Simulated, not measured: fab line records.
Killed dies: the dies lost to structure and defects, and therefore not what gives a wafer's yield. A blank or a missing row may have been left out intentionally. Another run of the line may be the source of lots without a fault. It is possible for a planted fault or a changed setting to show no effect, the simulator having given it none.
A sampling plan put to the test / flow gf180mcu / one fab line, 33 faults that these records tell of, each judged on the records of the lots that it struck; 9 more are left out, because the records don't allow judging them
The plan consists of the line's own looks: route steps at which the wafer is read by a gauge or an inspection but not changed. A look is open to judgement when struck wafers have a number at it and the file gives its usual mean and standard deviation on fault-free wafers. Caught: 4 or more of those standard deviations (sigma) separate the usual mean from the mean of the struck wafers at a look after the fault's first step. On the tool: the identical test, applied to the tool's own readings at the steps of the fault. A different recipe on the struck wafers counts as caught too, as does a record blank only for those wafers.

== THE FAULTS, as the simulator had put them in ==
1. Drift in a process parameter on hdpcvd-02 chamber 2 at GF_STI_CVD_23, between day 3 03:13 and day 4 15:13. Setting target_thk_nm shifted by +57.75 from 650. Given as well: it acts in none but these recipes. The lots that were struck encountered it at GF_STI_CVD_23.
2. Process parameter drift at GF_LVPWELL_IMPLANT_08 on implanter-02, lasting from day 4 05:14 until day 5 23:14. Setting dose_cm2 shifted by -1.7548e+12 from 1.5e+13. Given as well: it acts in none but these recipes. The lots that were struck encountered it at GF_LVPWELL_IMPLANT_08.
3. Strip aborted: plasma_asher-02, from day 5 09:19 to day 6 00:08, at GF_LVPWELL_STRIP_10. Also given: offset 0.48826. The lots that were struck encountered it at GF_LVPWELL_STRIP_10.
4. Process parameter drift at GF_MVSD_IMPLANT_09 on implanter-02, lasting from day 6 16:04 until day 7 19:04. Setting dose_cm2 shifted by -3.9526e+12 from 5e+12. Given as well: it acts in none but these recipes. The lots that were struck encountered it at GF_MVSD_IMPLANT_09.
5. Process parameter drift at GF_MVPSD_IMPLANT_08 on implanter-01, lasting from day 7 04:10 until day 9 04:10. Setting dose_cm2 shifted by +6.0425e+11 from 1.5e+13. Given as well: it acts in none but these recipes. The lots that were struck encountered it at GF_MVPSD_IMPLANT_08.
6. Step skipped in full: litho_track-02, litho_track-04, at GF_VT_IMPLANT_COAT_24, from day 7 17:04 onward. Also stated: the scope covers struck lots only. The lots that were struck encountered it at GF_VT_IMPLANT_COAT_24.
7. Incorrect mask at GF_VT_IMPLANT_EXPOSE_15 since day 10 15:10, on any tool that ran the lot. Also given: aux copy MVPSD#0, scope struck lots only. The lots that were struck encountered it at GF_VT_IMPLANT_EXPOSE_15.
8. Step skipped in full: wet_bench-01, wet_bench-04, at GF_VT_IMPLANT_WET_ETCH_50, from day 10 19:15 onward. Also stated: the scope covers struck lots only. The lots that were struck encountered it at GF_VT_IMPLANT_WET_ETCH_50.
9. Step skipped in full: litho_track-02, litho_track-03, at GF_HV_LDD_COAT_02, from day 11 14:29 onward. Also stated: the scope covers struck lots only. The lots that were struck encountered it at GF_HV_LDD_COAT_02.
10. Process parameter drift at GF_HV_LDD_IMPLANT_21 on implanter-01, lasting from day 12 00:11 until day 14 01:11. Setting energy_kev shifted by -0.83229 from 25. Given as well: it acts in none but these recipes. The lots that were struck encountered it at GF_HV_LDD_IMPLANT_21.
11. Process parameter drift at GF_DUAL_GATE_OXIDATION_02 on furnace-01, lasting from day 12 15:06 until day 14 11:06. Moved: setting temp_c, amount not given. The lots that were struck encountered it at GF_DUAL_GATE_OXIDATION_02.
12. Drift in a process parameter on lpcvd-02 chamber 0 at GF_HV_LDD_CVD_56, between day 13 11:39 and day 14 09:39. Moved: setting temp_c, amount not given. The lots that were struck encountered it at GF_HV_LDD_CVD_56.
13. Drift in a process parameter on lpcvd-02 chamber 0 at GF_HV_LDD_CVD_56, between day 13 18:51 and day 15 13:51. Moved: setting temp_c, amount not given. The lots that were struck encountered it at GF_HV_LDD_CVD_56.
14. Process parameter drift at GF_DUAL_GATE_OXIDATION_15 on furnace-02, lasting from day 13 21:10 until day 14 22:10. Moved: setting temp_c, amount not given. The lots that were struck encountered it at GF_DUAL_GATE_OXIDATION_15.
15. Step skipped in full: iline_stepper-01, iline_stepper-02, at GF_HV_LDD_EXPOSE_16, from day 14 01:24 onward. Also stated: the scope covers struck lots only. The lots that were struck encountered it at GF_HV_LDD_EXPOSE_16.
16. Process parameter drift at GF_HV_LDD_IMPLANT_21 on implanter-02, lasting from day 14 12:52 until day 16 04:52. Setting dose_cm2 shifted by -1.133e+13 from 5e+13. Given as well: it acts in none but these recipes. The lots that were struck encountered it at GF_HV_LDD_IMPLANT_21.
17. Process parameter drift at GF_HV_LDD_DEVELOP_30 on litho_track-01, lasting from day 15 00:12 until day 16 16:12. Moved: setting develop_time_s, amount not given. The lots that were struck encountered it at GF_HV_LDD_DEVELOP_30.
18. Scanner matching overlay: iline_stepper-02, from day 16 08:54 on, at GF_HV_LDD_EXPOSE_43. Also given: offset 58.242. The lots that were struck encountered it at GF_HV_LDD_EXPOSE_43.
19. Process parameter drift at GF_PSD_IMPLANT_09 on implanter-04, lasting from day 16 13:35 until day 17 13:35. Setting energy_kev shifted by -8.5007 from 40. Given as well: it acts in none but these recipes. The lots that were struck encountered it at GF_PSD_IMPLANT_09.
20. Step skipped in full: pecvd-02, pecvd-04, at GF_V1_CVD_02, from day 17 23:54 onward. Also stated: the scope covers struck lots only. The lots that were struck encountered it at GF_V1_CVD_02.
21. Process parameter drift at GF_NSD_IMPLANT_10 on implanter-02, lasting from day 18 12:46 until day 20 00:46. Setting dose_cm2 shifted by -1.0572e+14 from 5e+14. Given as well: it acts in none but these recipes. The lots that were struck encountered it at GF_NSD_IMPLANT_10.
22. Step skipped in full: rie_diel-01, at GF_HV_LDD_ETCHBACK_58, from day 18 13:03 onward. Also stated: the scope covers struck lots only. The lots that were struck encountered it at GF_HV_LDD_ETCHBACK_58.
23. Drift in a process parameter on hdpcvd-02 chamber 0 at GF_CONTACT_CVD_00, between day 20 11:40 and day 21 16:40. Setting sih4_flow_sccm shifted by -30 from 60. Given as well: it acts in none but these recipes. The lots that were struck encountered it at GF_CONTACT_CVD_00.
24. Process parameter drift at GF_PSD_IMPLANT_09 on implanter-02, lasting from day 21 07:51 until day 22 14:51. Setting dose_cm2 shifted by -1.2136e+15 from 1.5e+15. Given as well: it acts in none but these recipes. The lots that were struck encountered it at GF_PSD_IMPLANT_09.
25. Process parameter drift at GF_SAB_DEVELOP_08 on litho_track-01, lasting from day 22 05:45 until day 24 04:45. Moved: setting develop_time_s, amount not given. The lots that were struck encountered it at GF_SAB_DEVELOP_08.
26. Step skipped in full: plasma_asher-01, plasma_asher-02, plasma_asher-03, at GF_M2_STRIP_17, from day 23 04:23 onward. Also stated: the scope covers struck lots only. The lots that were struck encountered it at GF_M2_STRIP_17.
27. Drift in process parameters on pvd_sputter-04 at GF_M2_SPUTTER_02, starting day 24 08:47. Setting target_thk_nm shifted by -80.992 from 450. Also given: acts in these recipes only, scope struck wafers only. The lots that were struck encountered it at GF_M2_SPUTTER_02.
28. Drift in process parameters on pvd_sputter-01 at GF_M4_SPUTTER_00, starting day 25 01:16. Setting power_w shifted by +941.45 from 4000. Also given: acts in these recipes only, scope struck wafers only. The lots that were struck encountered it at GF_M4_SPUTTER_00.
29. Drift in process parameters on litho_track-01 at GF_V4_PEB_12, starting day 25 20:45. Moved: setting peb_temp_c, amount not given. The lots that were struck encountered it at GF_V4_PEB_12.
30. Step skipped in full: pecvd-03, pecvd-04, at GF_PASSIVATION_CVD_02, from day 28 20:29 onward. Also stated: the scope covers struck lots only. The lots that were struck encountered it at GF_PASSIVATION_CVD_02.
31. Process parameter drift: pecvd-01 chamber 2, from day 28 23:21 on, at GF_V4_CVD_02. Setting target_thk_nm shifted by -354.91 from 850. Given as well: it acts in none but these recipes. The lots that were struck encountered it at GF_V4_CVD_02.
32. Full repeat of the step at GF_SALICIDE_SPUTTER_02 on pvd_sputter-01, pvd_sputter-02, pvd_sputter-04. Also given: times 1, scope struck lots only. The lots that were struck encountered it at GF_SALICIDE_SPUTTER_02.
33. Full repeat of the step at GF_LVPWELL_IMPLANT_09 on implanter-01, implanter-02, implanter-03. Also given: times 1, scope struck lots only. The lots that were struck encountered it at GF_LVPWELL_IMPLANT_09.

== WHAT THE PLAN SAW ==
fault=1; on the tool itself=no reading that can be judged; first look that catches it=GF_STI_THK_MEAS_24; reading, sigma=STI_CVD_23_THK +9.7; median hours from its first step to that look=0.1; hours from the fault's start to the first struck lot there=3; judged looks passed uncaught=0
fault=2; on the tool itself=dose_ions_cm2 -99 or beyond sigma; first look that catches it=GF_VT_IMPLANT_RS_MEAS_48; reading, sigma=LVPWELL_RS +22; median hours from its first step to that look=93.0; hours from the fault's start to the first struck lot there=93; judged looks passed uncaught=0
fault=3; on the tool itself=oes_product_au +51 sigma; first look that catches it=GF_MVSD_TW_MEAS_11; reading, sigma=MVSD_TW -5.3; median hours from its first step to that look=15.1; hours from the fault's start to the first struck lot there=30; judged looks passed uncaught=0
fault=4; on the tool itself=dose_ions_cm2 -99 or beyond sigma; first look that catches it=GF_MVSD_TW_MEAS_11; reading, sigma=MVSD_TW -4.0; median hours from its first step to that look=0.2; hours from the fault's start to the first struck lot there=1; judged looks passed uncaught=0
fault=5; on the tool itself=dose_ions_cm2 +34 sigma; first look that catches it=GF_VT_IMPLANT_RS_MEAS_49; reading, sigma=MVPSD_RS -7.8; median hours from its first step to that look=68.5; hours from the fault's start to the first struck lot there=73; judged looks passed uncaught=0
fault=6; on the tool itself=the tool's record is blank for the struck wafers; first look that catches it=no look after it can be judged; reading, sigma=-; median hours from its first step to that look=-; hours from the fault's start to the first struck lot there=-; judged looks passed uncaught=0
fault=7; on the tool itself=no reading that can be judged; first look that catches it=GF_VT_IMPLANT_TW_MEAS_21; reading, sigma=VT_IMPLANT_2_TW -98; median hours from its first step to that look=9.3; hours from the fault's start to the first struck lot there=15; judged looks passed uncaught=0
fault=8; on the tool itself=the tool's record is blank for the struck wafers; first look that catches it=no look after it can be judged; reading, sigma=-; median hours from its first step to that look=-; hours from the fault's start to the first struck lot there=-; judged looks passed uncaught=0
fault=9; on the tool itself=the tool's record is blank for the struck wafers; first look that catches it=GF_HV_LDD_TW_MEAS_23; reading, sigma=HV_LDD_2_TW +86; median hours from its first step to that look=29.6; hours from the fault's start to the first struck lot there=31; judged looks passed uncaught=1
fault=10; on the tool itself=beam_energy_keV -99 or beyond sigma; first look that catches it=no look after it can be judged; reading, sigma=-; median hours from its first step to that look=-; hours from the fault's start to the first struck lot there=-; judged looks passed uncaught=0
fault=11; on the tool itself=tube_center_temp_C -99 or beyond sigma; first look that catches it=GF_DUAL_GATE_THK_MEAS_03; reading, sigma=DUAL_GATE_OXIDATION_00_THK -8.6; median hours from its first step to that look=1.5; hours from the fault's start to the first struck lot there=7; judged looks passed uncaught=0
fault=12; on the tool itself=susceptor_temp_C -11 sigma; first look that catches it=GF_HV_LDD_THK_MEAS_57; reading, sigma=HV_LDD_CVD_56_THK -7.0; median hours from its first step to that look=1.4; hours from the fault's start to the first struck lot there=3; judged looks passed uncaught=0
fault=13; on the tool itself=susceptor_temp_C -36 sigma; first look that catches it=GF_HV_LDD_THK_MEAS_57; reading, sigma=HV_LDD_CVD_56_THK -24; median hours from its first step to that look=1.8; hours from the fault's start to the first struck lot there=35; judged looks passed uncaught=0
fault=14; on the tool itself=spike_tc_centre_C -13 sigma; first look that catches it=no look after it can be judged; reading, sigma=-; median hours from its first step to that look=-; hours from the fault's start to the first struck lot there=-; judged looks passed uncaught=0
fault=15; on the tool itself=no reading that can be judged; first look that catches it=no look after it can be judged; reading, sigma=-; median hours from its first step to that look=-; hours from the fault's start to the first struck lot there=-; judged looks passed uncaught=0
fault=16; on the tool itself=dose_ions_cm2 -99 or beyond sigma; first look that catches it=GF_HV_LDD_TW_MEAS_23; reading, sigma=HV_LDD_2_TW -6.4; median hours from its first step to that look=0.2; hours from the fault's start to the first struck lot there=17; judged looks passed uncaught=0
fault=17; on the tool itself=under 2 sigma; first look that catches it=no look after it can be judged; reading, sigma=-; median hours from its first step to that look=-; hours from the fault's start to the first struck lot there=-; judged looks passed uncaught=0
fault=18; on the tool itself=no reading that can be judged; first look that catches it=GF_HV_LDD_OVL_MEAS_47; reading, sigma=HV_LDD_03_OVL +38; median hours from its first step to that look=11.5; hours from the fault's start to the first struck lot there=17; judged looks passed uncaught=0
fault=19; on the tool itself=beam_energy_keV -99 or beyond sigma; first look that catches it=GF_PSD_TW_MEAS_11; reading, sigma=PSD_TW -5.9; median hours from its first step to that look=0.2; hours from the fault's start to the first struck lot there=2; judged looks passed uncaught=0
fault=20; on the tool itself=the tool's record is blank for the struck wafers; first look that catches it=none of the 2 looks that can be judged after it; reading, sigma=-; median hours from its first step to that look=-; hours from the fault's start to the first struck lot there=-; judged looks passed uncaught=2
fault=21; on the tool itself=dose_ions_cm2 -99 or beyond sigma; first look that catches it=GF_PSD_RS_MEAS_14; reading, sigma=NSD_RS +15; median hours from its first step to that look=25.0; hours from the fault's start to the first struck lot there=34; judged looks passed uncaught=0
fault=22; on the tool itself=the tool's record is blank for the struck wafers; first look that catches it=no look after it can be judged; reading, sigma=-; median hours from its first step to that look=-; hours from the fault's start to the first struck lot there=-; judged looks passed uncaught=0
fault=23; on the tool itself=sih4_flow_sccm -99 or beyond sigma; first look that catches it=GF_CONTACT_THK_MEAS_01; reading, sigma=CONTACT_CVD_00_THK -45; median hours from its first step to that look=0.1; hours from the fault's start to the first struck lot there=6; judged looks passed uncaught=0
fault=24; on the tool itself=dose_ions_cm2 -99 or beyond sigma; first look that catches it=GF_PSD_TW_MEAS_11; reading, sigma=PSD_TW -30; median hours from its first step to that look=0.2; hours from the fault's start to the first struck lot there=7; judged looks passed uncaught=0
fault=25; on the tool itself=no reading that can be judged; first look that catches it=GF_SAB_CD_MEAS_09; reading, sigma=cd_nm +54; median hours from its first step to that look=0.1; hours from the fault's start to the first struck lot there=4; judged looks passed uncaught=0
fault=26; on the tool itself=no reading that can be judged; first look that catches it=no look after it can be judged; reading, sigma=-; median hours from its first step to that look=-; hours from the fault's start to the first struck lot there=-; judged looks passed uncaught=0
fault=27; on the tool itself=under 2 sigma; first look that catches it=GF_M2_RS_MEAS_05; reading, sigma=M2_ALCU_RS +20; median hours from its first step to that look=0.1; hours from the fault's start to the first struck lot there=2; judged looks passed uncaught=0
fault=28; on the tool itself=cathode_dc_power_W +99 or beyond sigma; first look that catches it=no look after it can be judged; reading, sigma=-; median hours from its first step to that look=-; hours from the fault's start to the first struck lot there=-; judged looks passed uncaught=0
fault=29; on the tool itself=heater_power_total_W +40 sigma; first look that catches it=GF_V4_CD_MEAS_14; reading, sigma=cd_nm +8.6; median hours from its first step to that look=0.4; hours from the fault's start to the first struck lot there=6; judged looks passed uncaught=0
fault=30; on the tool itself=the tool's record is blank for the struck wafers; first look that catches it=no look after it can be judged; reading, sigma=-; median hours from its first step to that look=-; hours from the fault's start to the first struck lot there=-; judged looks passed uncaught=0
fault=31; on the tool itself=under 2 sigma; first look that catches it=GF_V4_THK_MEAS_03; reading, sigma=V4_CVD_02_THK -32; median hours from its first step to that look=0.1; hours from the fault's start to the first struck lot there=2; judged looks passed uncaught=0
fault=32; on the tool itself=under 2 sigma; first look that catches it=GF_SALICIDE_RS_MEAS_04; reading, sigma=SALICIDE_TIN_RS -27; median hours from its first step to that look=0.3; hours from the fault's start to the first struck lot there=-; judged looks passed uncaught=0
fault=33; on the tool itself=under 2 sigma; first look that catches it=GF_LVPWELL_TW_MEAS_11; reading, sigma=LVPWELL_TW +5.1; median hours from its first step to that look=0.7; hours from the fault's start to the first struck lot there=-; judged looks passed uncaught=0
Dash: fault not caught, or number not given in these records.

Caught at a look: 22 of 33. Caught on the tool: 22 of 33. By one or the other: 30 of 33.
Faults caught by the tool alone: 6, 8, 10, 14, 20, 22, 28, 30.
Caught at a look alone: faults 1, 7, 18, 25, 27, 31, 32, 33.
Caught by neither: faults 15, 17, 26.

== THINNER SAMPLING ==
If the look that catches a fault measured only every second or every third lot, by lot number, the first struck lot would be measured this late in the worst case:
fault=1; struck lots at that look, in order of time=L569, L570; every lot=3 h; every second lot=7 h; every third lot=may miss all 2
fault=2; struck lots at that look, in order of time=L419, L423; every lot=93 h; every second lot=may miss all 2; every third lot=may miss all 2
fault=3; struck lots at that look, in order of time=L708; every lot=30 h; every second lot=may miss it; every third lot=may miss it
fault=4; struck lots at that look, in order of time=L357, L358; every lot=1 h; every second lot=11 h; every third lot=may miss all 2
fault=5; struck lots at that look, in order of time=L236; every lot=73 h; every second lot=may miss it; every third lot=may miss it
fault=7; struck lots at that look, in order of time=L246; every lot=15 h; every second lot=may miss it; every third lot=may miss it
fault=9; struck lots at that look, in order of time=L665, L666, L667; every lot=31 h; every second lot=40 h; every third lot=46 h
fault=11; struck lots at that look, in order of time=L688, L691; every lot=7 h; every second lot=21 h; every third lot=may miss all 2
fault=12; struck lots at that look, in order of time=L511; every lot=3 h; every second lot=may miss it; every third lot=may miss it
fault=13; struck lots at that look, in order of time=L485, L486; every lot=35 h; every second lot=41 h; every third lot=may miss all 2
fault=16; struck lots at that look, in order of time=L529, L530; every lot=17 h; every second lot=27 h; every third lot=may miss all 2
fault=18; struck lots at that look, in order of time=L796, L798, L799; every lot=17 h; every second lot=38 h; every third lot=may miss all 3
fault=19; struck lots at that look, in order of time=L603, L604; every lot=2 h; every second lot=13 h; every third lot=may miss all 2
fault=21; struck lots at that look, in order of time=L983, L985; every lot=34 h; every second lot=may miss all 2; every third lot=may miss all 2
fault=23; struck lots at that look, in order of time=L781; every lot=6 h; every second lot=may miss it; every third lot=may miss it
fault=24; struck lots at that look, in order of time=L442, L443; every lot=7 h; every second lot=10 h; every third lot=may miss all 2
fault=25; struck lots at that look, in order of time=L591, L593, L594; every lot=4 h; every second lot=22 h; every third lot=may miss all 3
fault=27; struck lots at that look, in order of time=L906, L908, L909; every lot=2 h; every second lot=26 h; every third lot=may miss all 3
fault=29; struck lots at that look, in order of time=L847, L848, L849; every lot=6 h; every second lot=19 h; every third lot=22 h
fault=31; struck lots at that look, in order of time=L129, L132; every lot=2 h; every second lot=24 h; every third lot=may miss all 2
Hours are from the fault's start to the first struck lot that is measured. The limit of 4 sigma was tested on all struck wafers together, so one lot alone may lie under it. Other struck lots may not be in these records.

== THE LONGEST TIMED WAY FROM STEP TO LOOK ==
Fault 2: a median of 93.0 hours passes between GF_LVPWELL_IMPLANT_08 and GF_VT_IMPLANT_RS_MEAS_48. No look between them can be judged.
